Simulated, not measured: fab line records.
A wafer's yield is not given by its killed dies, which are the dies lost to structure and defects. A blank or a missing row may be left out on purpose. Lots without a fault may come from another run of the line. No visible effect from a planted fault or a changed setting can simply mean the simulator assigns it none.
One fault through the eyes of 2 desks | flow sky130 | what lay behind the numbers comes last; until then each desk has only its own

## DESK OF THE TOOL OWNER: pvd_sputter-03
At SKY_CAPM_SPUTTER_02 (material TiN, target thk 200 nm, time 166.7 s) the tool's own readings: per lot run on this tool, the mean of the sampled wafers that have a number. Any lot whose mean is over 4 standard deviations away from the usual mean is out of limits and marked OUT; that distance is given in the brackets.
Columns: A = cathode_dc_power_W at SKY_CAPM_SPUTTER_02, usual 6500.0 W; B = throttle_valve_pct at SKY_CAPM_SPUTTER_02, usual 29.8 %
lot  | first seen here | A                        | B
L293 | day 38 05:37    | 6501.1                   | 30.4
L294 | day 38 09:11    | 6500.1                   | 29.1
L296 | day 38 18:47    | 6501.1                   | 30.7
L302 | day 40 01:49    | 6369.6 (-99 or more) OUT | 29.7
This desk's finding: out of limits on L302; first on L302, day 40 01:49 (cathode_dc_power_W at SKY_CAPM_SPUTTER_02). L293, L294, L296 stayed within limits.

## FROM THE METROLOGY DESK
Means of the sampled wafers that have a number, per lot and without regard to the tool the lot ran on: this is what the gauges read. Any lot whose mean is over 4 standard deviations away from the usual mean is out of limits and marked OUT; that distance is given in the brackets.
Columns: A = CAPM_CVD_00_THK at SKY_CAPM_THK_MEAS_01, usual 15.38 nm; B = CAPM_TIN_RS at SKY_CAPM_RS_MEAS_03, usual 6.90 ohm/sq; C = CAPM_TIN_THK at SKY_CAPM_THK_MEAS_04, usual 203.2 nm; D = CAPM_OVL at SKY_CAPM_OVL_MEAS_12, usual 0.1 nm
lot  | first seen here | A     | B    | C     | D
L292 | day 37 22:54    | 15.57 | 6.88 | 203.5 | -2.3
L293 | day 38 05:34    | 15.36 | 6.78 | 205.4 | 2.0
L294 | day 38 09:08    | 15.44 | 6.92 | 202.8 | 1.1
L296 | day 38 18:45    | 15.17 | 6.77 | 205.2 | 1.7
L302 | day 40 01:45    | 15.31 | 6.92 | 202.7 | -1.1
L303 | day 40 11:17    | 15.30 | 6.97 | 201.9 | 0.6
L306 | day 41 04:05    | 15.18 | 6.91 | 203.9 | 1.9
L307 | day 41 17:47    | 15.29 | 6.84 | 206.3 | 0.8
L308 | day 41 18:45    | 15.16 | 6.94 | 202.3 | -0.5
L310 | day 42 06:14    | 15.68 | 6.91 | 203.4 | -0.6
L311 | day 42 18:46    | 15.43 | 7.05 | 199.9 | 1.4
Result from this desk: across the 11 lots, nothing is out of limits.

## ALL TOGETHER
On L302, at day 40 01:49, an alarm was possible from the tool owner's desk.
From the metrology desk's view, nothing was out of limits.
The metrology desk holds a record of L302, inside its limits.
Of the lots named, all ran SKY_CAPM_SPUTTER_02 on pvd_sputter-03.

## WHAT THE SIMULATOR PUT IN
Process parameter drift: pvd_sputter-03, from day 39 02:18 on, at SKY_CAPM_SPUTTER_02. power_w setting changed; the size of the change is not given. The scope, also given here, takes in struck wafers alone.
Struck lots among those shown: L302.
Hours from the fault's start to each desk's first reading out of limits: the tool owner's desk, 24.
